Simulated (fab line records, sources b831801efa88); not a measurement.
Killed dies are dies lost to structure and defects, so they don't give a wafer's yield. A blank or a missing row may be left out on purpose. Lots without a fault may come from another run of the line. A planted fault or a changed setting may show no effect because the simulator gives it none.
Chamber matching | flow sky130 | SKY_FIELD_ISO_ETCH_15 on rie_diel-02: 4 sister chambers
The step etches the open film in CHF3/O2, stops on Si, target depth 180 nm, time 72 s. 8 wafers are shown with their chamber, then 10 later ones without.

WAFERS WITH THEIR CHAMBER
wafer  | chamber | rf_fwd_power_W (W) | throttle_valve_pct (%)
L081.5 | 2       | 595.4              | 8.848
L086.1 | 1       | 596.4              | 8.845
L086.6 | 3       | 594.6              | 8.852
L089.2 | 1       | 596.0              | 8.843
L089.4 | 2       | 597.0              | 8.840
L089.6 | 0       | 599.8              | 8.855
L090.1 | 0       | 597.3              | 8.842
L090.2 | 3       | 596.3              | 8.848

WAFERS WITHOUT THEIR CHAMBER
wafer  | rf_fwd_power_W (W) | throttle_valve_pct (%)
L090.5 | 593.2              | 8.829
L092.1 | 596.9              | 8.852
L092.3 | 595.3              | 8.831
L092.6 | 595.4              | 8.844
L095.4 | 595.9              | 8.858
L095.5 | 597.7              | 8.836
L095.6 | 593.4              | 8.848
L097.3 | 594.3              | 8.846
L097.5 | 594.3              | 8.843
L097.6 | 591.2              | 8.828

WHICH CHAMBER EACH WENT THROUGH
wafer  | from the rows above               | in truth
L090.5 | can't be placed: 1 or 2 or 3 or 0 | 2
L092.1 | can't be placed: 3 or 0 or 1 or 2 | 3
L092.3 | can't be placed: 1 or 2 or 3 or 0 | 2
L092.6 | can't be placed: 1 or 2 or 3      | 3
L095.4 | can't be placed: 3 or 1 or 2 or 0 | 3
L095.5 | can't be placed: 1 or 2 or 0 or 3 | 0
L095.6 | can't be placed: 3 or 1 or 2      | 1
L097.3 | can't be placed: 3 or 1 or 2      | 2
L097.5 | can't be placed: 3 or 1 or 2      | 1
L097.6 | can't be placed: 1 or 2 or 3      | 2
Placed correctly: 0 of 10. Can't be placed from these rows: 10 (the true chamber is among the candidates in 10). Placed wrongly: 0.
How it was worked out, from the rows above alone: a wafer's distance from a chamber is the root of the sum, over the readings, of the square of ((its reading less the chamber's mean) divided by the reading's scatter). The wafer belongs to the nearest chamber; if the next one is less than 2 further off, it can't be placed. A chamber's mean is the mean of its shown wafers. The scatter: the root of (the sum of the squares of (reading less its chamber's mean) over the shown wafers, divided by (wafers less chambers)).
